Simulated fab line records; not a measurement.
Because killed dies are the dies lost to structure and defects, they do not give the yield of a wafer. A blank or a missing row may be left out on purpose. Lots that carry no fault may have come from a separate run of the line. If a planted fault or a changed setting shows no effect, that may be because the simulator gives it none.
Which tool was responsible? + flow gf180mcu + 45 wafers from 15 lots sampled at 5 of the route's 602 steps

## WHAT EACH GAUGE READ, for each wafer
GF_LVPWELL_TW_MEAS_11.
| lot  | measured    | on           | LVPWELL_TW  |
|------|-------------|--------------|-------------|
| L710 | day 4 01:52 | filmMetro-04 | 555 557 557 |
| L711 | day 4 08:07 | filmMetro-02 | 551 550 549 |
| L712 | day 4 13:58 | filmMetro-02 | 551 549 552 |
| L713 | day 4 18:57 | filmMetro-04 | 559 555 558 |
| L714 | day 5 02:25 | filmMetro-03 | 559 560 560 |
| L715 | day 5 06:30 | filmMetro-04 | 559 552 554 |
| L723 | day 7 06:14 | filmMetro-02 | 558 555 557 |
| L724 | day 7 11:43 | filmMetro-03 | 565 565 562 |
| L726 | day 7 21:13 | filmMetro-04 | 556 555 555 |
| L727 | day 8 03:00 | filmMetro-04 | 557 556 557 |
| L728 | day 8 08:36 | filmMetro-04 | 558 558 559 |
| L729 | day 8 14:16 | filmMetro-03 | 564 565 567 |
| L730 | day 8 20:51 | filmMetro-02 | 551 555 550 |
| L731 | day 9 02:53 | filmMetro-03 | 568 570 568 |
| L732 | day 9 07:52 | filmMetro-04 | 557 559 555 |

GF_DUAL_GATE_THK_MEAS_03.
| lot  | measured     | on           | DUAL_GATE_OXIDATION_00_THK (nm) |
|------|--------------|--------------|---------------------------------|
| L710 | day 7 21:32  | filmMetro-01 | 10.91 10.88 10.88               |
| L711 | day 8 04:50  | filmMetro-04 | 10.90 10.98 10.99               |
| L712 | day 8 13:12  | filmMetro-04 | 10.68 10.82 10.61               |
| L713 | day 8 18:14  | filmMetro-04 | 10.86 10.86 10.95               |
| L714 | day 9 03:16  | filmMetro-04 | 11.01 10.96 11.06               |
| L715 | day 9 08:13  | filmMetro-01 | 11.03 11.13 11.00               |
| L723 | day 11 17:37 | filmMetro-01 | 10.81 10.75 10.92               |
| L724 | day 12 03:11 | filmMetro-01 | 10.77 10.73 10.71               |
| L726 | day 12 12:25 | filmMetro-02 | 10.37 10.51 10.27               |
| L727 | day 12 18:02 | filmMetro-01 | 10.53 10.55 10.60               |
| L728 | day 12 23:58 | filmMetro-02 | 11.03 10.96 10.91               |
| L729 | day 13 06:21 | filmMetro-01 | 11.26 11.15 11.06               |
| L730 | day 13 16:14 | filmMetro-04 | 10.80 10.73 10.61               |
| L731 | day 13 23:12 | filmMetro-04 | 11.00 10.97 10.95               |
| L732 | day 14 03:27 | filmMetro-01 | 10.82 10.82 10.85               |

GF_POLY_GATE_THK_MEAS_01.
| lot  | measured     | on           | POLY_GATE_CVD_00_THK (nm)     |
|------|--------------|--------------|-------------------------------|
| L710 | day 8 17:14  | filmMetro-04 | 203.2 202.9 202.3             |
| L711 | day 9 00:41  | filmMetro-03 | 199.0 200.1 199.8             |
| L712 | day 9 11:07  | filmMetro-03 | 77.5 79.5 77.9 77.5 79.5 78.0 |
| L713 | day 9 16:23  | filmMetro-04 | 80.8 81.1 82.2 80.8 81.1 82.3 |
| L714 | day 9 23:32  | filmMetro-01 | 201.1 200.1 199.7             |
| L715 | day 10 04:59 | filmMetro-03 | 80.3 81.8 83.3 80.3 81.8 83.3 |
| L723 | day 12 16:25 | filmMetro-03 | 199.1 200.9 198.9             |
| L724 | day 13 02:07 | filmMetro-03 | 201.2 202.6 203.4             |
| L726 | day 13 12:06 | filmMetro-01 | 202.2 200.9 200.8             |
| L727 | day 13 20:15 | filmMetro-03 | 202.8 200.7 199.8             |
| L728 | day 14 00:15 | filmMetro-01 | 201.4 200.8 200.7             |
| L729 | day 14 06:06 | filmMetro-04 | 201.0 203.5 202.5             |
| L730 | day 14 14:51 | filmMetro-03 | 200.0 200.2 200.3             |
| L731 | day 14 23:03 | filmMetro-03 | 197.4 197.5 199.2             |
| L732 | day 15 04:08 | filmMetro-04 | 197.0 197.9 198.3             |

GF_HV_LDD_CD_MEAS_07: the cd target is 400 nm.
| lot  | measured     | on       | cdNm (nm)         |
|------|--------------|----------|-------------------|
| L710 | day 10 06:52 | cdSem-01 | 395.1 397.9 397.3 |
| L711 | day 10 12:45 | cdSem-01 | 398.3 398.1 398.6 |
| L714 | day 11 12:44 | cdSem-01 | 399.1 397.3 398.3 |
| L723 | day 14 12:14 | cdSem-02 | 401.8 401.0 400.2 |
| L724 | day 14 22:19 | cdSem-01 | 397.4 399.5 398.3 |
| L726 | day 15 08:05 | cdSem-02 | 399.7 398.8 399.6 |
| L727 | day 15 15:27 | cdSem-02 | 398.4 395.1 397.2 |
| L728 | day 15 20:00 | cdSem-01 | 402.5 402.6 403.0 |
| L729 | day 16 02:56 | cdSem-01 | 397.3 397.9 397.1 |
| L730 | day 16 11:57 | cdSem-01 | 401.4 399.9 400.2 |
| L731 | day 16 21:17 | cdSem-01 | 405.2 403.4 402.2 |
| L732 | day 17 02:40 | cdSem-01 | 398.5 400.3 396.7 |

## TOOL THAT RAN EACH LOT (tool first, then ch and the chambers of the sampled wafers, then the start)
| lot  | GF_POLY_GATE_CVD_00         |
|------|-----------------------------|
| L710 | lpcvd-01 ch 0, day 8 15:54  |
| L711 | lpcvd-01 ch 1, day 8 23:21  |
| L712 | lpcvd-01 ch 0, day 9 09:46  |
| L713 | lpcvd-01 ch 0, day 9 15:03  |
| L714 | lpcvd-02 ch 0, day 9 22:12  |
| L715 | lpcvd-01 ch 0, day 10 03:39 |
| L723 | lpcvd-02 ch 1, day 12 15:05 |
| L724 | lpcvd-01 ch 1, day 13 00:07 |
| L726 | lpcvd-01 ch 1, day 13 10:46 |
| L727 | lpcvd-01 ch 1, day 13 18:55 |
| L728 | lpcvd-02 ch 1, day 13 22:14 |
| L729 | lpcvd-01 ch 1, day 14 04:44 |
| L730 | lpcvd-01 ch 1, day 14 13:30 |
| L731 | lpcvd-02 ch 0, day 14 21:41 |
| L732 | lpcvd-02 ch 0, day 15 02:48 |
- GF_POLY_GATE_CVD_00: deposits poly-Si, target thk 200 nm, time 1200 s.

## WHAT THE TOOLS THEMSELVES READ (means of the sampled wafers that have a number; where no wafer has one, the mark that the record gives instead)
GF_POLY_GATE_CVD_00.
| lot  | tool     | pressureMtorr (mTorr) |
|------|----------|-----------------------|
| L710 | lpcvd-01 | 200.3                 |
| L711 | lpcvd-01 | 200.1                 |
| L712 | lpcvd-01 | 199.7                 |
| L713 | lpcvd-01 | 199.9                 |
| L714 | lpcvd-02 | 200.3                 |
| L715 | lpcvd-01 | 200.0                 |
| L723 | lpcvd-02 | 200.0                 |
| L724 | lpcvd-01 | 200.2                 |
| L726 | lpcvd-01 | 200.4                 |
| L727 | lpcvd-01 | 199.7                 |
| L728 | lpcvd-02 | 200.3                 |
| L729 | lpcvd-01 | 199.5                 |
| L730 | lpcvd-01 | 200.1                 |
| L731 | lpcvd-02 | 199.8                 |
| L732 | lpcvd-02 | 200.1                 |

## THE ANSWER, worked out from the rows above alone
Rule: usual is defined by the lots themselves. Put in order of their means at a reading, lots are off if they are a third of the lots or fewer, leave a main group of 4 or more, and stand apart from it by a gap of 3 or more times the standard deviation of the main group's means; of several such gaps the widest counts. A main group whose means are all the same, to the digits that the tables above print for the reading, isn't used. A lot without any number at a reading at which 4 lots or more have one is off too. All remaining lots with rows at the step are treated as sound. The gauges are gone through in route order, then the tools' own readings, and for those a lot's mean is taken as printed above. The first step at which some lot is off is used, and at that step the reading that is off furthest; a lot without a number counts as furthest.
Off: at GF_POLY_GATE_THK_MEAS_01 (POLY_GATE_CVD_00_THK), L712, L713, L715. Mean 200.5 nm and standard deviation 1.6 in the main group.
A tool fits if, at a process step before that reading, it ran every lot that is off, and no sound lot after the first of them. The gauges at GF_POLY_GATE_THK_MEAS_01 are tried like those tools. Not one of the candidates tried fits.

## WHAT WAS PUT IN BY THE SIMULATOR
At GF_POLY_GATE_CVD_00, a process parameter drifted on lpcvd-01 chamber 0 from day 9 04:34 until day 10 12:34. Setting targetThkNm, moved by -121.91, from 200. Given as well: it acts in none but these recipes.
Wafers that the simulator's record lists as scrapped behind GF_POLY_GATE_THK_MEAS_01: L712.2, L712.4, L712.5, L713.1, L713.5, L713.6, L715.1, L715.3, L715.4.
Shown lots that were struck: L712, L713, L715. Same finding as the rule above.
